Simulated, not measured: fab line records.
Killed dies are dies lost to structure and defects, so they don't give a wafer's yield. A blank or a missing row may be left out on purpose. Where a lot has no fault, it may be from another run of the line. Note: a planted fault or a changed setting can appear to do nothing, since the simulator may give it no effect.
What tool caused it? | flow sky130 | 42 wafers from 14 lots sampled at 2 of the route's 708 steps

## WHAT EACH GAUGE READ, for each wafer
The record lacks any reading of a measuring or inspecting step that a usual standard deviation could be used to judge.

## WHICH TOOL RAN EACH LOT (tool, then ch and the chambers of the sampled wafers, then the start)
lot  | SKY_METAL4_ETCH_16                | SKY_PAD_OPEN_PROBE_99
L992 | rie_metal-04 ch 0,1, day 42 01:21 | -
L993 | rie_metal-01 ch 0,1, day 42 14:29 | -
L996 | rie_metal-01 ch 1, day 43 00:05   | -
L997 | rie_metal-01 ch 0,1, day 43 04:21 | prober-01, day 47 00:29
L998 | rie_metal-01 ch 0, day 43 19:37   | -
L100 | rie_metal-02 ch 0,1, day 44 02:04 | -
L101 | rie_metal-04 ch 1, day 44 11:43   | -
L102 | rie_metal-01 ch 0,1, day 44 18:28 | prober-02, day 48 11:16
L109 | rie_metal-02 ch 0,1, day 46 14:07 | prober-01, day 49 22:24
L110 | rie_metal-02 ch 0,1, day 46 21:52 | prober-02, day 50 06:04
L111 | rie_metal-04 ch 0,1, day 46 22:34 | prober-01, day 50 07:31
L113 | rie_metal-04 ch 0,1, day 47 07:42 | prober-01, day 50 12:20
L114 | rie_metal-04 ch 0,1, day 47 18:21 | -
L115 | rie_metal-02 ch 0,1, day 47 19:30 | -
- SKY_METAL4_ETCH_16: etches BARC in N2/H2, stops on SiO2, time 88.2 s, target depth 60 nm.
- SKY_PAD_OPEN_PROBE_99

## AS READ BY THE TOOLS THEMSELVES (means over the sampled wafers that have a number; for cases with no such wafer, the mark the record gives instead)
SKY_METAL4_ETCH_16.
lot  | tool         | drypump_motor_current_A (A) | oes_product_au (a.u.) | run_length_s (s) | throttle_valve_pct (%)
L992 | rie_metal-04 | 6.0                         | 0.627                 | 116.1            | 13.204
L993 | rie_metal-01 | 5.4                         | 0.628                 | 117.0            | 13.208
L996 | rie_metal-01 | 5.4                         | 0.631                 | 116.7            | 13.211
L997 | rie_metal-01 | 5.4                         | 0.630                 | 117.0            | 13.194
L998 | rie_metal-01 | 5.4                         | 0.662                 | 111.7            | 13.207
L100 | rie_metal-02 | 5.5                         | 0.633                 | 116.6            | 13.206
L101 | rie_metal-04 | 5.7                         | 0.633                 | 115.8            | 13.200
L102 | rie_metal-01 | 5.4                         | 0.662                 | 111.2            | 13.214
L109 | rie_metal-02 | 5.3                         | 0.628                 | 116.5            | 13.206
L110 | rie_metal-02 | 5.3                         | 0.628                 | 117.1            | 13.208
L111 | rie_metal-04 | 6.0                         | 0.626                 | 116.5            | 13.204
L113 | rie_metal-04 | 6.0                         | 0.628                 | 116.1            | 13.205
L114 | rie_metal-04 | 5.8                         | 0.629                 | 115.8            | 13.207
L115 | rie_metal-02 | 5.3                         | 0.628                 | 116.7            | 13.204

SKY_PAD_OPEN_PROBE_99.
lot  | tool      | defect_limited_yield (%) | killed_at_M0_to_M3 | killed_at_M4_up | killed_at_contacts | killed_at_front_end | killed_at_other | killed_dies | killed_on_rim | killed_open | killed_short | sort_bin_3_pad_short (%) | sort_bin_5_function (%) | sort_bin_6_memory (%) | sort_n_pass | sort_yield_pct (%)
L997 | prober-01 | 83.2                     | 42                 | 1.3             | 23                 | 15                  | 0.7             | 82          | 19            | 48          | 34           | 1.1                      | 9.7                     | 5.9                   | 410         | 83.2
L102 | prober-02 | 84.0                     | 41                 | 1.7             | 23                 | 13                  | 0.0             | 79          | 15            | 46          | 33           | 0.7                      | 8.8                     | 6.5                   | 413         | 84.0
L109 | prober-01 | 83.2                     | 36                 | 3.7             | 25                 | 18                  | 0.0             | 82          | 17            | 47          | 35           | 1.0                      | 9.6                     | 6.2                   | 410         | 83.2
L110 | prober-02 | 81.0                     | 44                 | 6.0             | 25                 | 18                  | 0.3             | 93          | 17            | 47          | 46           | 0.9                      | 11.3                    | 6.8                   | 399         | 81.0
L111 | prober-01 | 83.7                     | 46                 | 3.0             | 19                 | 12                  | 0.3             | 80          | 18            | 39          | 41           | 0.9                      | 9.9                     | 5.6                   | 412         | 83.7
L113 | prober-01 | 84.6                     | 39                 | 3.3             | 20                 | 13                  | 0.0             | 76          | 15            | 44          | 32           | 0.5                      | 10.1                    | 4.8                   | 416         | 84.6

## THE ANSWER, worked out from the rows above alone
Rule: usual is defined by the lots themselves. Put in order of their means at a reading, lots are off if they are a third of the lots or fewer, leave a main group of 4 or more, and stand apart from it by a gap of 3 or more times the standard deviation of the main group's means; of several such gaps the widest counts. The tables above print the reading to a certain number of digits; a main group whose means all agree to those digits is not used. Also off: a lot with no number at a reading for which 4 or more lots have one. The other lots that the step has rows for count as sound. The gauges are gone through in route order, then the tools' own readings, and for those a lot's mean is taken as printed above. The first step at which some lot is off is used, and at that step the reading that is off furthest; a lot without a number counts as furthest.
Off, at SKY_METAL4_ETCH_16 on oes_product_au: L998, L102. The main group has a mean of 0.629 a.u. with a standard deviation of 0.0021.
If a tool, at that step or one of the process steps before it, ran each lot that is off and ran no sound lot following the first of them, it fits. One fits: SKY_METAL4_ETCH_16 on rie_metal-01. Its last sound lot is L997 (day 43 04:21), its first lot that is off L998 (day 43 19:37): a fault that began between those two fits.
The tool's own readings at SKY_METAL4_ETCH_16 bear it out: on the lots that are off they differ by more than 5 times the standard deviation of the sound lots' means. oes_product_au reads 0.662 a.u. there against 0.629 a.u. on the sound lots; run_length_s reads 111.5 s there against 116.5 s on the sound lots.

## WHAT THE SIMULATOR HAD PUT IN
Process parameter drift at SKY_METAL4_ETCH_16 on rie_metal-01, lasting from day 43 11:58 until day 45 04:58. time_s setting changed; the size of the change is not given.
Shown lots that were struck: L998, L102. The rule above found the same.
